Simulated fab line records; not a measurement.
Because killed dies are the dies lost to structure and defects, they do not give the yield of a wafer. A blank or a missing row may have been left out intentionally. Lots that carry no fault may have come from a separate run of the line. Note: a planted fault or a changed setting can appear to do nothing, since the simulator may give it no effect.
Comparing a struck lot with a sound one + flow gf180mcu + 26 steps out of a route of 602
Sound: wafers L250.1, L250.2, L250.5. Wafers L260.1, L260.2, L260.5 were the ones struck. The cause comes at the end.
At each step with rows: each side's tool, then ch and its chambers, then its first start. Under that, the readings that differ: sound wafers + struck wafers + difference of the means + sigmas: that difference in standard deviations of wafers without a fault.
alike: same words and numbers on both sides, and readings whose means sit less than 2 such deviations apart. not compared: any withheld reading, any reading some wafer has no value for, any bound like >300 that may hide the same value, and any number with overlapping values for which the record gives no deviation.
Wherever a step has rows on one side only, a row that says differs or no value, or a row with sigmas, the two part there. When numbers do not overlap yet have no deviation, they are printed without sigmas and do not part them. A reading missing from all wafers of one side parts the sides only when that side holds two or more wafers.

first, 5 steps without rows for these wafers: GF_HV_LDD_COAT_14 (resist thk 1000 nm); GF_HV_LDD_SOFTBAKE_15 (time 60 s); GF_HV_LDD_EXPOSE_16 (exposes mask Pplus LV AREA, target cd 400 nm); GF_HV_LDD_PEB_17; GF_HV_LDD_DEVELOP_18 (develop time 60 s).
GF_HV_LDD_CD_MEAS_19: target cd 400 nm.
  struck on cd_sem-01, day 13 22:56; sound on cd_sem-02, day 10 18:14
  alike: cd_nm
GF_HV_LDD_OVL_MEAS_20:
  struck on overlay-01, day 13 23:03; sound on overlay-01, day 10 18:21
  alike: HV_LDD_01_OVL
following that, these wafers have no rows for 1 step: GF_HV_LDD_IMPLANT_21.
GF_HV_LDD_STRIP_22: strips in O2/N2.
  sound on plasma_asher-04 ch 0,1, day 10 18:32; struck on plasma_asher-03 ch 0,1, day 13 23:14
| reading               | sound             | struck            | difference | sigmas |
|-----------------------|-------------------|-------------------|------------|--------|
| oes_product_au (a.u.) | 0.709 0.719 0.710 | 0.728 0.719 0.719 | +0.009     | +2     |
  alike: chamber_pressure_mTorr, drypump_motor_current_A, heater_power_w, strip_time_to_endpoint_s
  not compared: rf_hours_counter_h
GF_HV_LDD_TW_MEAS_23:
  struck on film_metro-04, day 13 23:20; sound on film_metro-01, day 10 18:38
  alike: HV_LDD_2_TW
then, 2 steps without rows for these wafers: GF_HV_LDD_DEHYDRATE_24 (time 60 s); GF_HV_LDD_HMDS_25 (prime time 60 s).
GF_HV_LDD_COAT_26: resist thk 1000 nm.
  sound on litho_track-01 ch 0, day 11 03:44; struck on litho_track-01 ch 0, day 14 09:29
| reading                                     | sound                | struck               | difference | sigmas |
|---------------------------------------------|----------------------|----------------------|------------|--------|
| spin_speed_rpm (rpm)                        | 3000.4 3001.9 3001.3 | 2895.4 2888.1 2894.6 | -108.5     | -57    |
| model.NOVOLAK_of_HV_LDD_COAT_26.thk_nm (nm) | 999.1 998.4 1002     | 1018 1019 1021       | +20        |        |
then, 3 steps without rows for these wafers: GF_HV_LDD_SOFTBAKE_27 (time 60 s); GF_HV_LDD_EXPOSE_28 (exposes mask Nplus HV AREA, target cd 400 nm); GF_HV_LDD_PEB_29.
GF_HV_LDD_DEVELOP_30: develop time 60 s.
  sound on litho_track-04 ch 0, day 11 13:03; struck on litho_track-01 ch 0, day 14 19:59
| reading                                     | sound          | struck         | difference | sigmas |
|---------------------------------------------|----------------|----------------|------------|--------|
| model.NOVOLAK_of_HV_LDD_COAT_26.thk_nm (nm) | 998.7 998 1001 | 1018 1019 1021 | +20        |        |
GF_HV_LDD_CD_MEAS_31: target cd 400 nm.
  struck on cd_sem-01, day 14 20:08; sound on cd_sem-02, day 11 13:12
| reading    | sound             | struck            | difference | sigmas |
|------------|-------------------|-------------------|------------|--------|
| cd_nm (nm) | 403.0 403.9 404.3 | 393.3 394.9 394.9 | -9.4       | -4     |
GF_HV_LDD_OVL_MEAS_32:
  struck on overlay-02, day 14 20:15; sound on overlay-02, day 11 13:19
  alike: HV_LDD_02_OVL
then, 4 steps without rows for these wafers: GF_HV_LDD_IMPLANT_33; GF_HV_LDD_IMPLANT_34; GF_HV_LDD_IMPLANT_35; GF_HV_LDD_IMPLANT_36.
GF_HV_LDD_STRIP_37: strips in O2/N2.
  sound on plasma_asher-04 ch 0,1, day 11 13:58; struck on plasma_asher-04 ch 0,1, day 14 20:53
| reading                      | sound                | struck               | difference | sigmas |
|------------------------------|----------------------|----------------------|------------|--------|
| strip_time_to_endpoint_s (s) | 12.618 12.616 12.635 | 12.769 12.784 12.795 | +0.160     | +6     |
  alike: chamber_pressure_mTorr, drypump_motor_current_A, heater_power_w, oes_product_au
  not compared: rf_hours_counter_h
GF_HV_LDD_TW_MEAS_38:
  struck on film_metro-01, day 14 20:59; sound on film_metro-03, day 11 14:04
  alike: HV_LDD_3_TW
-- record jumps: 17 days separate the struck wafers' starts on either side; left off in module HV_LDD, taken up again in module PASSIVATION, whose first shown step is the route's number 602 --
GF_PASSIVATION_PROBE_99:
  only the struck wafers here have rows in the record (prober-02, day 32 01:08); the sound ones have none

== WHERE THEY PART ==
Earliest at GF_HV_LDD_STRIP_22; latest, in this record, at GF_PASSIVATION_PROBE_99.

WHY: whatever the simulator had introduced
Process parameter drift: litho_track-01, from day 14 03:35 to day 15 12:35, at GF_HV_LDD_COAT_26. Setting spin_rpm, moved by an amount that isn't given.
